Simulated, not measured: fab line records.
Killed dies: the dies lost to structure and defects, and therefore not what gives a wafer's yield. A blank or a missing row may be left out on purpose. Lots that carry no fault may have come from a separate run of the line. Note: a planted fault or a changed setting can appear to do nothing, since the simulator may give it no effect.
fab line records    flow sky130
[record] lots = 7  wafers = 21  lastDay = 50
route steps=708 shown SONOS_ONO@186 GATE_OXIDE@187 PAD_OPEN@708
lots that met no fault: from a run of the same line without faults
startH: start of the lot's first displayed wafer, in hours after the record's first day    waitH: how many hours have passed since the lot's step before this one    " identical to the entry in the row above    L1.1+2: one row covering several wafers at once    - either no value or no given start    * or withheld: withheld    < > ~ a bound
route shown NAME@n: a module of which the file shows steps, and the number in the route of the first    usual: average and standard deviation across the fault-free wafers    same: alike in all rows    chamber/n: place in a boat    sites: per-site readings    _std_site: how widely they spread, as a standard deviation    _edge_site: inner sites' mean taken away from outer sites' mean    radiusMm: how far each site lies from the wafer's centre    mask NAME#n: copy n    behind: the tool/chamber that last shaped the wafer    hold: reason for holding the lot/hours on hold/outcome of the hold    device: the n, p or np transistor that did not switch    end of line: tests of these same wafers at the route's end    where a step has no rows: the recipe by itself    killed: at the first sort, the dies lost to defects and structure; wafer yield is something else    map: a wafer's dies, marking killed ones x, the rest . and places with no die _
set.NAME: the setting the step ran with; set.NAME@STEP: the setting that earlier step ran with    model.NAME: the simulator's own value behind a step, which no gauge read
a table for each step, a row for each wafer; lots at some steps of the route
services: when a tool's chamber went out of use (startH, in hours from the record's first day, below 0 if earlier), for how many hours, and the reason
[[steps]]
[step SKY_SONOS_ONO_WET_ETCH_18]
[recipe] chemistry = H3PO4  targetDepthNm = 15  target = Si3N4  tempC = 160  timeS = 172
[step SKY_GATE_OXIDE_CLEAN_00]
[recipe] chemistry = SC1/SC2  mix = 1:4:20  tempC = 70  timeS = 150  dry = n2Spin
[step SKY_GATE_OXIDE_OXIDATION_01]
[recipe] tempC = 900  ambient = O2  stabiliseS = 600  purgeS = 300  targetThkA = 102.68  oxTimeS = 1473
[step SKY_GATE_OXIDE_THK_MEAS_02]
[recipe] reads = SiO2_of_GATE_OXIDE_OXIDATION_01
[usual] GATE_OXIDE_OXIDATION_00_THK = 10.28/0.18
lot.wafer  tool          chamber  startH  waitH  GATE_OXIDE_OXIDATION_00_THK[nm]
L637.1     filmMetro-03  -        327.21  0.0    10.51
L637.2     "             -        "       "      10.44
L637.6     "             -        "       "      10.55
L639.1     filmMetro-03  -        346.19  0.0    10.31
L639.4     "             -        "       "      10.20
L639.5     "             -        "       "      10.02
L640.2     filmMetro-01  -        354.28  0.0    10.11
L640.4     "             -        "       "      10.31
L640.6     "             -        "       "      10.43
L643.1     filmMetro-03  -        375.84  0.0    10.48
L643.4     "             -        "       "      10.37
L643.5     "             -        "       "      10.40
L646.1     filmMetro-01  -        401.04  0.0    10.33
L646.3     "             -        "       "      10.31
L646.4     "             -        "       "      10.09
L647.3     filmMetro-04  -        404.71  0.0    10.51
L647.4     "             -        "       "      10.58
L647.6     "             -        "       "      10.77
L655.2     filmMetro-03  -        473.98  0.0    10.27
L655.5     "             -        "       "      10.31
L655.6     "             -        "       "      10.35
[step SKY_GATE_OXIDE_DEHYDRATE_03]
[recipe] tempC = 200  timeS = 60
[step SKY_GATE_OXIDE_HMDS_04]
[recipe] primeTimeS = 60  primeTempC = 120
[step SKY_GATE_OXIDE_COAT_05]
[recipe] resist = NOVOLAK  spinRpm = 3000  resistThkNm = 1140
[step SKY_GATE_OXIDE_SOFTBAKE_06]
[recipe] tempC = 90  timeS = 60  resist = NOVOLAK
[step SKY_GATE_OXIDE_EXPOSE_07]
[recipe] maskId = LVOM  na = 0.6  sourceShape = conventional  sigmaOuter = 0.6  polarization = unpolarized  targetCdNm = 600  doseMj = 170
[step SKY_GATE_OXIDE_PEB_08]
[recipe] tempC = withheld  timeS = *  resist = NOVOLAK
[step SKY_GATE_OXIDE_DEVELOP_09]
[recipe] resist = NOVOLAK  developer = TMAH  developTimeS = 60  devTempC = 23
[step SKY_GATE_OXIDE_OVL_MEAS_10]
[usual] GATE_OXIDE_OVL = -0.4/1.3
lot.wafer  tool        chamber  startH  waitH  GATE_OXIDE_OVL[nm]
L637.1     overlay-01  -        353.30  0.1    -0.3
L637.2     "           -        "       "      -1.2
L637.6     "           -        "       "      -2.8
L639.1     overlay-01  -        374.00  0.1    1.3
L639.4     "           -        "       "      2.0
L639.5     "           -        "       "      3.1
L640.2     overlay-01  -        382.10  0.1    -0.6
L640.4     "           -        "       "      0.8
L640.6     "           -        "       "      0.6
L643.1     overlay-01  -        404.70  0.1    -0.7
L643.4     "           -        "       "      -1.3
L643.5     "           -        "       "      -1.5
L646.1     overlay-01  -        431.60  0.1    0.2
L646.3     "           -        "       "      0.4
L646.4     "           -        "       "      -1.6
L647.3     overlay-01  -        434.71  0.1    -1.9
L647.4     "           -        "       "      -1.5
L647.6     "           -        "       "      -1.5
L655.2     overlay-02  -        504.65  0.1    1.3
L655.5     "           -        "       "      0.0
L655.6     "           -        "       "      -0.2
[step SKY_GATE_OXIDE_IMPLANT_11]
[recipe] species = B  energyKev = 10  doseCm2 = 2.6e+12  tiltDeg = withheld
[usual] doseIonsCm2 = 2.5997e+12/2.7e+09  faradayCurrentUA = 14.68/0.3
[same] implantIonAmu = 11
lot.wafer  tool          chamber  startH  waitH  doseIonsCm2  faradayCurrentUA
L637.1     implanter-02  0        353.33  0.0    1.3257e+13   75.93
L637.2     "             0        "       "      1.3262e+13   75.78
L637.6     "             0        "       "      1.3259e+13   76.14
L639.1     implanter-02  0        374.15  0.2    1.326e+13    74.22
L639.4     "             0        "       "      1.3259e+13   74.72
L639.5     "             0        "       "      1.3257e+13   73.96
L640.2     implanter-02  0        382.16  0.0    1.3259e+13   75.57
L640.4     "             0        "       "      1.3258e+13   75.55
L640.6     "             0        "       "      1.3258e+13   74.29
L643.1     implanter-03  0        404.73  0.0    2.6003e+12   14.82
L643.4     "             0        "       "      2.5994e+12   14.74
L643.5     "             0        "       "      2.599e+12    15.08
L646.1     implanter-03  0        431.63  0.0    2.6022e+12   14.59
L646.3     "             0        "       "      2.6016e+12   14.73
L646.4     "             0        "       "      2.5997e+12   14.86
L647.3     implanter-02  0        434.78  0.1    2.5989e+12   14.64
L647.4     "             0        "       "      2.6004e+12   14.89
L647.6     "             0        "       "      2.5994e+12   14.52
L655.2     implanter-02  0        504.71  0.0    2.5968e+12   14.72
L655.5     "             0        "       "      2.5943e+12   14.69
L655.6     "             0        "       "      2.597e+12    14.48
[step SKY_GATE_OXIDE_WET_ETCH_12]
[recipe] chemistry = dHF  targetDepthNm = 16.8  dry = n2Spin  target = SiO2  dilution = 100:1  tempC = 25  timeS = 336
[step SKY_GATE_OXIDE_STRIP_13]
[recipe] chemistry = O2/N2  powerW = 1400  pressureMtorr = 1500  platenTempC = withheld  o2FlowSccm = 3000  n2FlowSccm = 300  overashFraction = 0.5
[usual] drypumpMotorCurrentA = 5.7/0.46  oesProductAu = 0.716/0.0043  stripTimeToEndpointS = 14.16/0.042
lot.wafer  tool            chamber  startH  waitH  drypumpMotorCurrentA  oesProductAu  rfHoursCounterH  stripTimeToEndpointS
L637.1     plasmaAsher-01  1        353.58  0.0    5.4                   0.717         24               14.13
L637.2     "               0        "       "      5.9                   0.706         24               14.08
L637.6     "               1        "       "      5.4                   0.708         -                14.07
L639.1     plasmaAsher-01  0        374.40  0.0    5.9                   0.707         26               14.16
L639.4     "               1        "       "      5.4                   0.716         -                14.19
L639.5     "               1        "       "      5.3                   0.716         -                14.14
L640.2     plasmaAsher-04  0        382.38  0.0    4.8                   0.711         62               14.11
L640.4     "               1        "       "      6.1                   0.716         -                14.11
L640.6     "               1        "       "      6.1                   0.712         -                14.12
L643.1     plasmaAsher-01  1        404.98  0.0    5.4                   0.711         30               14.22
L643.4     "               1        "       "      5.4                   0.717         -                14.16
L643.5     "               0        "       "      5.9                   0.715         -                14.19
L646.1     plasmaAsher-03  1        431.88  0.0    5.9                   0.720         65               14.17
L646.3     "               1        "       "      6.0                   0.714         -                14.21
L646.4     "               0        "       "      6.2                   0.712         -                14.19
L647.3     plasmaAsher-01  0        435.03  0.0    5.9                   0.711         -                14.14
L647.4     "               1        "       "      5.4                   0.720         -                14.19
L647.6     "               0        "       "      5.9                   0.716         -                14.18
L655.2     plasmaAsher-01  0        504.94  0.0    5.9                   0.717         40               14.15
L655.5     "               1        "       "      5.4                   0.721         -                14.13
L655.6     "               0        "       "      5.9                   0.716         -                14.18
[step SKY_GATE_OXIDE_TW_MEAS_14]
[usual] GATE_OXIDE_TW = 222.5/2.3
lot.wafer  tool          chamber  startH  waitH  GATE_OXIDE_TW
L637.1     filmMetro-03  -        353.68  0.1    355.8
L637.2     "             -        "       "      354.6
L637.6     "             -        "       "      355.6
L639.1     filmMetro-04  -        374.50  0.1    358.7
L639.4     "             -        "       "      360.2
L639.5     "             -        "       "      359.8
L640.2     filmMetro-01  -        382.49  0.1    366.0
L640.4     "             -        "       "      364.6
L640.6     "             -        "       "      364.0
L643.1     filmMetro-01  -        405.08  0.1    223.7
L643.4     "             -        "       "      222.3
L643.5     "             -        "       "      223.3
L646.1     filmMetro-01  -        431.98  0.1    224.6
L646.3     "             -        "       "      224.3
L646.4     "             -        "       "      223.6
L647.3     filmMetro-03  -        435.11  0.1    220.3
L647.4     "             -        "       "      220.6
L647.6     "             -        "       "      218.8
L655.2     filmMetro-01  -        505.05  0.1    223.8
L655.5     "             -        "       "      224.8
L655.6     "             -        "       "      223.1
[step SKY_GATE_OXIDE_CLEAN_15]
[recipe] chemistry = SC1/SC2  mix = 1:4:20  tempC = 70  timeS = 150  dry = n2Spin
[step SKY_PAD_OPEN_PROBE_99]
[usual] killed_at_M0_to_M3 = 42/6.7  killed_at_M4_up = 3.3/2.1  killedAtContacts = 24/5.1  killedAtFrontEnd = 15/4.6  killedAtOther = 0.3/0.58  killedDies = 85/9.9  killedOpen = 46/6.9  killedShort = 38/7
[same] grossDies = 492  killedAtBackSide = 0
lot.wafer  tool       chamber  startH   waitH  killed_at_M0_to_M3  killed_at_M4_up  killedAtContacts  killedAtFrontEnd  killedAtOther  killedDies  killedOpen  killedShort
L637.1     prober-02  -        1120.11  0.1    55                  5                24                19                0              103         45          56
L637.2     prober-02  -        1120.16  0.1    42                  4                21                13                3              83          44          36
L637.6     prober-02  -        1120.36  0.2    47                  3                11                18                0              79          33          44
L640.2     prober-01  -        1134.57  0.1    39                  1                24                10                0              74          45          29
L640.4     prober-01  -        1134.67  0.2    40                  2                24                18                1              85          50          35
L640.6     prober-01  -        1134.77  0.2    34                  3                20                14                0              71          35          36
L646.1     prober-01  -        1164.11  0.1    48                  4                18                16                0              86          43          43
L646.3     prober-01  -        1164.21  0.2    42                  1                22                14                0              79          47          31
L646.4     prober-01  -        1164.26  0.2    49                  1                22                15                1              88          61          27
// killed by level:class
L637.1 METAL1:geometricParticle:short=11 METAL2:geometricParticle:short=10 VIA1:geometricParticle:open=10 LI_CONTACT:geometricParticle:open=9 VIA1:geometricParticle:short=8 CONTACT:geometricParticle:open=6 FIELD_ISO:geometricParticle:short=5 POLY_GATE:geometricParticle:short=5
L637.2 VIA1:geometricParticle:open=11 CONTACT:geometricParticle:open=6 VIA2:geometricParticle:open=6 LOCAL_INTERCONNECT:geometricParticle:short=5 VIA1:geometricParticle:short=5 VIA3:geometricParticle:open=5 METAL2:geometricParticle:short=5 LI_CONTACT:geometricParticle:open=4
L637.6 VIA2:geometricParticle:open=10 METAL3:geometricParticle:short=7 VIA1:geometricParticle:open=6 POLY_GATE:geometricParticle:short=5 CONTACT:geometricParticle:open=5 METAL1:geometricParticle:short=5 VIA3:geometricParticle:short=5 FIELD_ISO:geometricParticle:short=4
L640.2 VIA1:geometricParticle:open=8 CONTACT:geometricParticle:open=8 VIA2:geometricParticle:open=8 LI_CONTACT:geometricParticle:open=7 VIA3:geometricParticle:open=7 CONTACT:geometricParticle:short=5 FIELD_ISO:geometricParticle:short=4 METAL2:geometricParticle:short=4
L640.4 CONTACT:geometricParticle:open=10 FIELD_ISO:geometricParticle:open=9 METAL3:geometricParticle:short=7 VIA1:geometricParticle:open=6 LOCAL_INTERCONNECT:geometricParticle:short=6 LI_CONTACT:geometricParticle:open=5 VIA2:geometricParticle:open=5 METAL1:geometricParticle:short=4
L640.6 VIA1:geometricParticle:open=13 LOCAL_INTERCONNECT:geometricParticle:short=6 CONTACT:geometricParticle:open=6 FIELD_ISO:geometricParticle:short=5 METAL1:geometricParticle:short=5 FIELD_ISO:geometricParticle:open=4 METAL2:geometricParticle:short=4 POLY_GATE:geometricParticle:open=3
L646.1 VIA1:geometricParticle:open=13 METAL1:geometricParticle:short=11 LI_CONTACT:geometricParticle:open=7 LOCAL_INTERCONNECT:geometricParticle:short=6 VIA3:geometricParticle:open=6 FIELD_ISO:geometricParticle:short=5 POLY_GATE:geometricParticle:short=4 METAL3:geometricParticle:short=4
L646.3 LI_CONTACT:geometricParticle:open=10 METAL2:geometricParticle:short=7 VIA3:geometricParticle:open=6 VIA1:geometricParticle:open=6 CONTACT:geometricParticle:open=6 VIA1:geometricParticle:short=6 POLY_GATE:geometricParticle:open=5 METAL1:geometricParticle:short=5
L646.4 VIA1:geometricParticle:open=25 VIA2:geometricParticle:open=8 LI_CONTACT:geometricParticle:open=6 CONTACT:geometricParticle:open=6 CONTACT:geometricParticle:short=5 VIA1:geometricParticle:short=5 VIA3:geometricParticle:open=5 POLY_GATE:geometricParticle:open=4
[[services]]
tool            chamber  startH  hours  kind
plasmaAsher-04  -        341.54  10.1   repair
plasmaAsher-03  -        397.36  1.1    repair
implanter-03    -        442.22  4.4    repair
implanter-02    -        447.93  1.7    repair
implanter-03    -        499.69  5.7    repair
[[key]]
[firstSign] step = SKY_GATE_OXIDE_IMPLANT_11  reading = doseIonsCm2  direction = up  sigmas = 99+  usual = *  struck = *
[effect] step = SKY_GATE_OXIDE_IMPLANT_11  reading = faradayCurrentUA  direction = up  sigmas = 99+  usual = 14.68  struck = 75.13
[effect] step = SKY_GATE_OXIDE_TW_MEAS_14  reading = GATE_OXIDE_TW  direction = up  sigmas = 60  usual = 222.5  struck = 359.9
metAt SKY_GATE_OXIDE_IMPLANT_11
struckWafers L637.1,L637.2,L637.6,L639.1,L639.4,L639.5,L640.2,L640.4,L640.6
testerLeftOut L637,L639,L640
[fault] kind = processParameterDrift  tool = implanter-02  chamber = -  onsetH = 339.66  steps = SKY_GATE_OXIDE_IMPLANT_11  channel = doseCm2  offset = *  shape = step  endH = 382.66  actsIn = *  stated = *
// testerLeftOut: of these lots the tester's yield and bins aren't shown, on N5 and GAA mostly nor the transistor test; their killed dies are dies lost to structure and defects alone, not to doping, threshold or leakage, so they don't give the yield
